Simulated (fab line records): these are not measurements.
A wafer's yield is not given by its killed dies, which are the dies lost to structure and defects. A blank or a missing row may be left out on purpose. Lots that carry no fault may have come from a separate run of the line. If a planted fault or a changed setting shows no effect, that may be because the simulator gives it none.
fab line records	flow sky130
record lots=6	wafers=18	last-day=50
route steps=708 shown NWELL@82 PWDE@84 VT_ADJUST_HVTP@85 VT_ADJUST_LVTN@97 PAD_OPEN@708
lots untouched by any fault: they come from a run of this same line in which no faults occurred
start-h: hours from the record's first day to the start of the lot's first wafer shown	wait-h: hours from the lot's prior step to this one	" unchanged from the row above	L1.1+2: several wafers, shown together as one row	- value missing, or start not given	* or withheld: withheld	< > ~ a bound
route shown NAME@n: NAME is a module with steps in the file, n the number in the route of the first one	usual: mean and standard deviation over wafers with no fault	same: alike in all rows	chamber/n: place in a boat	sites: each site's reading	_std_site: standard deviation across them	_edge_site: mean of outer sites minus mean of inner sites	radius-mm: for every site, how far away it sits from the centre of the wafer	mask NAME#n: copy n	behind: the tool/chamber that last shaped the wafer	hold: cause of the lot's hold/its duration in hours/its outcome	device: the n, p or np transistor that did not switch	end of line: at the end of the route, the tests of the same wafers	a step given without rows: its recipe and nothing more	killed: the dies lost at the first sort to structure and to defects; this is not the yield of the wafer	map: a wafer's dies, x killed, . not, _ none there
set.NAME: the setting as run; set.NAME@STEP: as run at that earlier step	model.NAME: the simulator's own value behind a step, which no gauge read
lots at some steps of the route; a table a step, a row a wafer
services: when a tool's chamber went out of use (start-h, in hours from the record's first day, below 0 if earlier), for how many hours, and the reason
## steps
# step SKY_NWELL_RS_MEAS_29
# recipe thk-meas-gauge=four-point-probe
# usual NWELL_RS=623.5/1.6
lot.wafer	tool	chamber	start-h	wait-h	NWELL_RS[ohm/sq]
L386.1	film-metro-01	-	116.38	0.1	625.3
L386.2	"	-	"	"	623.0
L386.4	"	-	"	"	624.1
L390.2	film-metro-01	-	139.54	0.1	623.8
L390.4	"	-	"	"	625.1
L390.5	"	-	"	"	625.1
L394.1	film-metro-04	-	163.87	0.1	620.4
L394.3	"	-	"	"	622.6
L394.4	"	-	"	"	621.3
L396.1	film-metro-04	-	175.59	0.1	626.3
L396.2	"	-	"	"	625.1
L396.5	"	-	"	"	625.5
L404.2	film-metro-01	-	226.86	0.1	622.8
L404.3	"	-	"	"	621.2
L404.5	"	-	"	"	621.5
L406.2	film-metro-01	-	246.34	0.1	625.3
L406.5	"	-	"	"	623.3
L406.6	"	-	"	"	625.6
# step SKY_NWELL_RS_MEAS_31
# recipe thk-meas-gauge=four-point-probe
# usual PWDE_RS=5278/16
lot.wafer	tool	chamber	start-h	wait-h	PWDE_RS[ohm/sq]
L386.1	film-metro-01	-	116.62	0.1	5274
L386.2	"	-	"	"	5274
L386.4	"	-	"	"	5262
L390.2	film-metro-01	-	139.78	0.1	5305
L390.4	"	-	"	"	5275
L390.5	"	-	"	"	5263
L394.1	film-metro-04	-	164.11	0.1	5290
L394.3	"	-	"	"	5284
L394.4	"	-	"	"	5277
L396.1	film-metro-04	-	175.83	0.1	5259
L396.2	"	-	"	"	5250
L396.5	"	-	"	"	5251
L404.2	film-metro-01	-	227.10	0.1	5286
L404.3	"	-	"	"	5289
L404.5	"	-	"	"	5286
L406.2	film-metro-01	-	246.58	0.1	5266
L406.5	"	-	"	"	5286
L406.6	"	-	"	"	5281
# step SKY_VT_ADJUST_HVTP_DEHYDRATE_00
# recipe temp-c=200	time-s=60
# step SKY_VT_ADJUST_HVTP_HMDS_01
# recipe prime-time-s=60	prime-temp-c=120
# step SKY_VT_ADJUST_HVTP_COAT_02
# recipe resist=NOVOLAK	spin-rpm=3000	resist-thk-nm=1140
# step SKY_VT_ADJUST_HVTP_SOFTBAKE_03
# recipe temp-c=90	time-s=60	resist=NOVOLAK
# step SKY_VT_ADJUST_HVTP_EXPOSE_04
# recipe mask-id=HVTPM	na=0.6	source-shape=conventional	sigma-outer=0.6	polarization=unpolarized	target-cd-nm=380	dose-mj=140
# step SKY_VT_ADJUST_HVTP_PEB_05
# recipe temp-c=withheld	time-s=*	resist=NOVOLAK
# step SKY_VT_ADJUST_HVTP_DEVELOP_06
# recipe resist=NOVOLAK	developer=TMAH	develop-time-s=60	dev-temp-c=23
# step SKY_VT_ADJUST_HVTP_CD_MEAS_07
# recipe target-cd-nm=380
# usual cd-nm=379.6/2.4
lot.wafer	tool	chamber	start-h	wait-h	cd-nm
L386.1	cd-sem-02	-	135.52	0.1	379.5
L386.2	"	-	"	"	377.8
L386.4	"	-	"	"	378.6
L390.2	cd-sem-01	-	159.11	0.1	382.6
L390.4	"	-	"	"	380.6
L390.5	"	-	"	"	381.5
L394.1	cd-sem-01	-	184.71	0.1	378.1
L394.3	"	-	"	"	380.3
L394.4	"	-	"	"	378.2
L396.1	cd-sem-02	-	197.04	0.1	380.9
L396.2	"	-	"	"	379.4
L396.5	"	-	"	"	378.5
L404.2	cd-sem-02	-	250.03	0.1	379.0
L404.3	"	-	"	"	379.7
L404.5	"	-	"	"	378.9
L406.2	cd-sem-02	-	270.41	0.1	378.7
L406.5	"	-	"	"	379.3
L406.6	"	-	"	"	380.9
# step SKY_VT_ADJUST_HVTP_OVL_MEAS_08
# usual VT_ADJUST_HVTP_OVL=1.4/1.4
lot.wafer	tool	chamber	start-h	wait-h	VT_ADJUST_HVTP_OVL[nm]
L386.1	overlay-01	-	135.64	0.1	1.8
L386.2	"	-	"	"	2.1
L386.4	"	-	"	"	1.7
L390.2	overlay-01	-	159.22	0.1	2.4
L390.4	"	-	"	"	1.0
L390.5	"	-	"	"	0.2
L394.1	overlay-02	-	184.83	0.1	3.1
L394.3	"	-	"	"	2.4
L394.4	"	-	"	"	3.2
L396.1	overlay-01	-	197.16	0.1	1.0
L396.2	"	-	"	"	4.1
L396.5	"	-	"	"	3.2
L404.2	overlay-02	-	250.14	0.1	3.3
L404.3	"	-	"	"	1.2
L404.5	"	-	"	"	2.4
L406.2	overlay-02	-	270.52	0.1	2.9
L406.5	"	-	"	"	1.7
L406.6	"	-	"	"	2.5
# step SKY_VT_ADJUST_HVTP_IMPLANT_09
# recipe species=As	energy-kev=150	dose-cm2=4.342e+12	tilt-deg=withheld
# usual dose-ions-cm2=4.342e+12/5.4e+09	end-station-pressure-torr=5.03e-06/2.6e-07
# same implant-ion-amu=75
lot.wafer	tool	chamber	start-h	wait-h	dose-ions-cm2	end-station-pressure-torr
L386.1	implanter-03	0	135.68	0.0	4.345e+12	5.32e-06
L386.2	"	0	"	"	4.354e+12	4.66e-06
L386.4	"	0	"	"	4.342e+12	4.44e-06
L390.2	implanter-04	0	159.27	0.0	4.346e+12	4.93e-06
L390.4	"	0	"	"	4.348e+12	5.13e-06
L390.5	"	0	"	"	4.351e+12	4.77e-06
L394.1	implanter-02	0	184.87	0.0	4.349e+12	4.83e-06
L394.3	"	0	"	"	4.343e+12	5.34e-06
L394.4	"	0	"	"	4.345e+12	5.2e-06
L396.1	implanter-02	0	197.20	0.0	4.342e+12	4.44e-06
L396.2	"	0	"	"	4.346e+12	5.31e-06
L396.5	"	0	"	"	4.339e+12	4.7e-06
L404.2	implanter-03	0	250.19	0.0	4.336e+12	4.94e-06
L404.3	"	0	"	"	4.335e+12	4.91e-06
L404.5	"	0	"	"	4.341e+12	5.12e-06
L406.2	implanter-03	0	270.57	0.0	4.348e+12	5.49e-06
L406.5	"	0	"	"	4.343e+12	5.05e-06
L406.6	"	0	"	"	4.345e+12	5.62e-06
# step SKY_VT_ADJUST_HVTP_STRIP_10
# recipe chemistry=O2/N2	power-w=1400	pressure-mtorr=1500	platen-temp-c=withheld	o2-flow-sccm=3000	n2-flow-sccm=300	overash-fraction=0.5
# usual drypump-motor-current-A=5.9/0.4	oes-product-au=0.716/0.0043	strip-time-to-endpoint-s=14.18/0.041
# same overash-fraction=0.5
lot.wafer	tool	chamber	start-h	wait-h	drypump-motor-current-A	oes-product-au	rf-hours-counter-h	strip-time-to-endpoint-s
L386.1	plasma-asher-02	0	135.83	0.1	5.2	0.713	48	14.14
L386.2	"	1	"	"	6.1	0.721	48	14.18
L386.4	"	1	"	"	6.1	0.711	-	14.15
L390.2	plasma-asher-03	1	159.40	0.1	5.7	0.718	29	14.19
L390.4	"	1	"	"	5.7	0.722	-	14.18
L390.5	"	1	"	"	5.7	0.719	-	14.21
L394.1	plasma-asher-02	1	185.02	0.1	6.1	0.721	53	14.12
L394.3	"	0	"	"	5.2	0.717	-	14.14
L394.4	"	1	"	"	6.1	0.712	-	14.12
L396.1	plasma-asher-03	1	197.35	0.1	5.6	0.720	33	14.17
L396.2	"	0	"	"	5.6	0.708	33	14.14
L396.5	"	0	"	"	5.7	0.716	-	14.14
L404.2	plasma-asher-03	1	250.32	0.1	5.7	0.711	38	14.17
L404.3	"	0	"	"	5.7	0.712	-	14.25
L404.5	"	1	"	"	5.7	0.713	-	14.20
L406.2	plasma-asher-01	1	270.70	0.1	6.0	0.713	58	14.14
L406.5	"	1	"	"	6.0	0.728	-	14.17
L406.6	"	0	"	"	6.5	0.716	-	14.16
# step SKY_VT_ADJUST_HVTP_TW_MEAS_11
# usual VT_ADJUST_HVTP_TW=1381/17
lot.wafer	tool	chamber	start-h	wait-h	VT_ADJUST_HVTP_TW
L386.1	film-metro-03	-	135.93	0.1	1369
L386.2	"	-	"	"	1362
L386.4	"	-	"	"	1364
L390.2	film-metro-03	-	159.51	0.1	1361
L390.4	"	-	"	"	1371
L390.5	"	-	"	"	1364
L394.1	film-metro-04	-	185.12	0.1	1390
L394.3	"	-	"	"	1409
L394.4	"	-	"	"	1395
L396.1	film-metro-02	-	197.45	0.1	1355
L396.2	"	-	"	"	1350
L396.5	"	-	"	"	1351
L404.2	film-metro-03	-	250.43	0.1	1289
L404.3	"	-	"	"	1291
L404.5	"	-	"	"	1287
L406.2	film-metro-03	-	270.81	0.1	1298
L406.5	"	-	"	"	1294
L406.6	"	-	"	"	1292
# step SKY_VT_ADJUST_LVTN_DEHYDRATE_00
# recipe temp-c=200	time-s=60
# step SKY_PAD_OPEN_PROBE_99
# usual killed_at_M0_to_M3=44/7.5	killed_at_M4_up=3.1/1.7	killed-at-contacts=24/6.2	killed-at-front-end=15/4.2	killed-at-other=0.4/0.58	killed-dies=85/10	killed-open=47/7.7	killed-short=38/6.4
# same gross-dies=492	killed-at-back-side=0
lot.wafer	tool	chamber	start-h	wait-h	killed_at_M0_to_M3	killed_at_M4_up	killed-at-contacts	killed-at-front-end	killed-at-other	killed-dies	killed-open	killed-short	model.etest.tip-p.rs-ohm-sq	model.etest.tip-p.rs-ohm-sq-range	model.etest.tip-p.rs-ohm-sq-rim-less-centre	model.etest.pfet_01v8.r-on-ohm-um	model.etest.pfet_01v8.drive-ua-um	model.etest.pfet_01v8_mvt.drive-ua-um	model.etest.pfet_01v8.drive-ua-um-range	model.etest.pfet_01v8_hvt.drive-ua-um
L386.1	prober-01	-	1094.04	0.1	33	2	16	15	0	66	33	33	6862	123.5	73.77	2868	194.9	155.4	7.083	143.8
L386.2	prober-01	-	1094.09	0.1	42	4	22	14	0	82	38	44	6805	90.17	58.5	2874	198.4	156.5	7.63	147.4
L386.4	prober-01	-	1094.19	0.2	56	2	27	15	0	100	47	53	6811	198.2	1.575	2851	198.3	156.6	8.101	145.5
L390.2	prober-01	-	1108.28	0.1	49	3	21	9	0	82	54	28	6964	317.7	-85.55	2982	189.3	151.2	4.783	140
L390.4	prober-01	-	1108.38	0.2	42	0	13	26	1	82	47	34	6955	220.3	102.2	2873	193.4	152.2	7.253	143.1
L390.5	prober-01	-	1108.43	0.2	44	6	22	10	2	84	39	43	6928	175.4	-12.7	2909	193.3	151.1	4.835	142.2
L394.1	prober-02	-	1139.51	0.1	50	4	24	18	0	96	47	48	6748	153.9	115.1	2866	197.6	157.5	4.169	147
L394.3	prober-02	-	1139.61	0.2	48	5	27	11	2	93	48	43	6745	213.3	56.08	2792	202.6	160.8	6.593	150.9
L394.4	prober-02	-	1139.66	0.2	44	1	19	13	1	78	48	29	6685	180.3	-12.21	2789	202.1	160.6	6.643	150.8
L396.1	prober-01	-	1142.52	0.1	33	6	23	6	0	68	37	31	6812	192.2	-32.06	2822	197.2	155	7.326	147
L396.2	prober-01	-	1142.57	0.1	34	3	25	12	0	74	42	31	6826	195.8	68.84	2835	198.8	156.3	6.708	145.5
L396.5	prober-01	-	1142.72	0.2	37	8	15	15	0	75	45	29	6802	207.9	165.8	2837	196.4	155.7	6.592	146.9
L404.2	prober-01	-	1183.34	0.1	42	2	23	12	0	79	44	35	6280	684.6	177.7	2670	224.4	184.3	36.21	161.5
L404.3	prober-01	-	1183.39	0.2	48	3	20	12	0	83	42	41	6305	744.3	291.8	2702	218.9	180.5	38.92	158.4
L404.5	prober-01	-	1183.49	0.2	47	4	15	10	0	76	42	34	6271	705.6	242.8	2746	218.2	182.2	35.69	158.2
L406.2	prober-01	-	1205.58	0.1	36	3	26	15	0	80	39	41	6194	760	257.1	2646	226.2	186.2	35.89	163.6
L406.5	prober-01	-	1205.73	0.2	40	2	18	22	0	82	44	38	6138	724.3	271.2	2618	228.2	185.4	34.62	165
L406.6	prober-01	-	1205.78	0.2	47	0	27	16	0	90	58	31	6218	787.1	414.1	2659	225.2	184.2	34.42	161.8
# killed by level:class
L386.1 VIA1:geometric-particle:open=13 VIA2:geometric-particle:open=5 FIELD_ISO:geometric-particle:short=4 LI_CONTACT:geometric-particle:short=4 METAL2:geometric-particle:short=4 SONOS_ONO:geometric-particle:short=3 LI_CONTACT:geometric-particle:open=3 LOCAL_INTERCONNECT:geometric-particle:short=3
L386.2 VIA1:geometric-particle:open=12 METAL2:geometric-particle:short=8 LI_CONTACT:geometric-particle:open=7 VIA1:geometric-particle:short=6 LOCAL_INTERCONNECT:geometric-particle:short=5 CONTACT:geometric-particle:open=5 VIA2:geometric-particle:open=5 POLY_GATE:geometric-particle:short=4
L386.4 VIA1:geometric-particle:short=16 CONTACT:geometric-particle:open=12 METAL2:geometric-particle:short=11 VIA1:geometric-particle:open=7 VIA2:geometric-particle:open=6 FIELD_ISO:geometric-particle:open=5 VIA3:geometric-particle:open=5 LI_CONTACT:geometric-particle:open=5
L390.2 VIA1:geometric-particle:open=11 CONTACT:geometric-particle:open=9 METAL2:geometric-particle:short=8 VIA2:geometric-particle:open=8 VIA3:geometric-particle:open=6 LI_CONTACT:geometric-particle:open=5 METAL1:geometric-particle:open=4 VIA2:geometric-particle:short=4
L390.4 VIA1:geometric-particle:open=10 VIA2:geometric-particle:open=9 POLY_GATE:geometric-particle:open=7 FIELD_ISO:geometric-particle:open=6 LI_CONTACT:geometric-particle:open=6 METAL2:geometric-particle:short=6 METAL1:geometric-particle:short=5 FIELD_ISO:geometric-particle:short=4
L390.5 VIA1:geometric-particle:open=9 CONTACT:geometric-particle:short=8 LI_CONTACT:geometric-particle:open=7 VIA2:geometric-particle:open=7 METAL1:geometric-particle:short=6 FIELD_ISO:geometric-particle:short=5 VIA3:geometric-particle:open=5 CONTACT:geometric-particle:open=4
L394.1 VIA3:geometric-particle:open=11 METAL2:geometric-particle:short=9 VIA2:geometric-particle:open=8 POLY_GATE:geometric-particle:short=7 CONTACT:geometric-particle:short=7 VIA1:geometric-particle:open=7 LOCAL_INTERCONNECT:geometric-particle:short=6 CONTACT:geometric-particle:open=6
L394.3 VIA1:geometric-particle:open=12 CONTACT:geometric-particle:open=8 LI_CONTACT:geometric-particle:open=8 LOCAL_INTERCONNECT:geometric-particle:short=7 METAL1:geometric-particle:short=6 METAL2:geometric-particle:short=6 VIA1:geometric-particle:short=5 VIA2:geometric-particle:open=5
L394.4 VIA1:geometric-particle:open=13 VIA3:geometric-particle:open=10 LI_CONTACT:geometric-particle:open=8 VIA1:geometric-particle:short=7 VIA2:geometric-particle:open=6 POLY_GATE:geometric-particle:open=4 CONTACT:geometric-particle:open=4 METAL3:geometric-particle:short=4
L396.1 VIA1:geometric-particle:open=13 CONTACT:geometric-particle:open=8 LI_CONTACT:geometric-particle:open=6 METAL1:geometric-particle:short=5 LOCAL_INTERCONNECT:geometric-particle:short=4 VIA2:geometric-particle:open=4 METAL4:geometric-particle:short=4 POLY_GATE:geometric-particle:short=3
L396.2 VIA1:geometric-particle:open=13 LI_CONTACT:geometric-particle:open=12 METAL1:geometric-particle:short=7 CONTACT:geometric-particle:open=6 METAL2:geometric-particle:short=4 CONTACT:geometric-particle:short=4 VIA1:geometric-particle:short=3 FIELD_ISO:geometric-particle:open=2
L396.5 VIA1:geometric-particle:open=7 CONTACT:geometric-particle:open=6 METAL1:geometric-particle:short=6 VIA2:geometric-particle:open=6 METAL4:geometric-particle:short=5 VIA3:geometric-particle:open=5 FIELD_ISO:geometric-particle:open=4 LI_CONTACT:geometric-particle:open=4
L404.2 VIA1:geometric-particle:open=9 VIA2:geometric-particle:open=8 CONTACT:geometric-particle:open=7 FIELD_ISO:geometric-particle:open=6 LI_CONTACT:geometric-particle:open=5 LOCAL_INTERCONNECT:geometric-particle:short=5 METAL1:geometric-particle:short=5 METAL2:geometric-particle:short=5
L404.3 VIA1:geometric-particle:open=14 LOCAL_INTERCONNECT:geometric-particle:short=8 METAL1:geometric-particle:short=8 CONTACT:geometric-particle:open=7 VIA1:geometric-particle:short=6 FIELD_ISO:geometric-particle:open=5 VIA2:geometric-particle:open=5 VIA3:geometric-particle:short=5
L404.5 VIA1:geometric-particle:open=15 METAL2:geometric-particle:short=6 VIA1:geometric-particle:short=5 CONTACT:geometric-particle:open=4 LI_CONTACT:geometric-particle:open=4 METAL1:geometric-particle:short=4 VIA2:geometric-particle:open=4 SPACER:geometric-particle:open=3
L406.2 CONTACT:geometric-particle:open=8 VIA1:geometric-particle:open=7 LOCAL_INTERCONNECT:geometric-particle:short=6 VIA3:geometric-particle:open=6 FIELD_ISO:geometric-particle:short=5 CONTACT:geometric-particle:short=5 VIA1:geometric-particle:short=5 METAL2:geometric-particle:short=5
L406.5 VIA1:geometric-particle:open=11 VIA3:geometric-particle:open=8 POLY_GATE:geometric-particle:short=7 CONTACT:geometric-particle:open=7 FIELD_ISO:geometric-particle:short=5 METAL2:geometric-particle:short=5 LI_CONTACT:geometric-particle:open=4 METAL1:geometric-particle:short=4
L406.6 VIA1:geometric-particle:open=17 VIA2:geometric-particle:open=11 CONTACT:geometric-particle:open=10 VIA3:geometric-particle:open=6 FIELD_ISO:geometric-particle:open=5 LI_CONTACT:geometric-particle:open=5 CONTACT:geometric-particle:short=5 METAL1:geometric-particle:short=5
## services
tool	chamber	start-h	hours	kind
plasma-asher-03	-	112.16	11.3	repair
plasma-asher-03	-	128.24	2.5	repair
plasma-asher-03	-	138.45	2.4	repair
implanter-02	-	156.09	2.0	repair
implanter-04	-	165.38	0.7	repair
implanter-03	-	197.67	31.8	pm
implanter-03	-	236.48	1.2	repair
plasma-asher-02	-	247.41	0.4	repair
plasma-asher-01	-	265.80	0.9	repair
## key
first-sign step=SKY_VT_ADJUST_HVTP_TW_MEAS_11	reading=VT_ADJUST_HVTP_TW	direction=down	sigmas=5.1	usual=1381	struck=1292
effect none on later readings
model-effect step=SKY_PAD_OPEN_PROBE_99	value=etest.tip-p.rs-ohm-sq	without=6904	struck=6234
met-at SKY_VT_ADJUST_HVTP_IMPLANT_09
struck-wafers L404.2,L404.3,L404.5,L406.2,L406.5,L406.6
tester-left-out L404,L406
onset-between 135.68 250.19
also-fits time
fault kind=process-parameter-drift	tool=implanter-03	chamber=-	onset-h=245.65	steps=SKY_VT_ADJUST_HVTP_IMPLANT_09	channel=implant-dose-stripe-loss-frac	offset=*	shape=step	end-h=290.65
# tester-left-out: of these lots the tester's yield and bins aren't shown, on N5 and GAA mostly nor the transistor test; their killed dies are dies lost to structure and defects alone, not to doping, threshold or leakage, so they don't give the yield
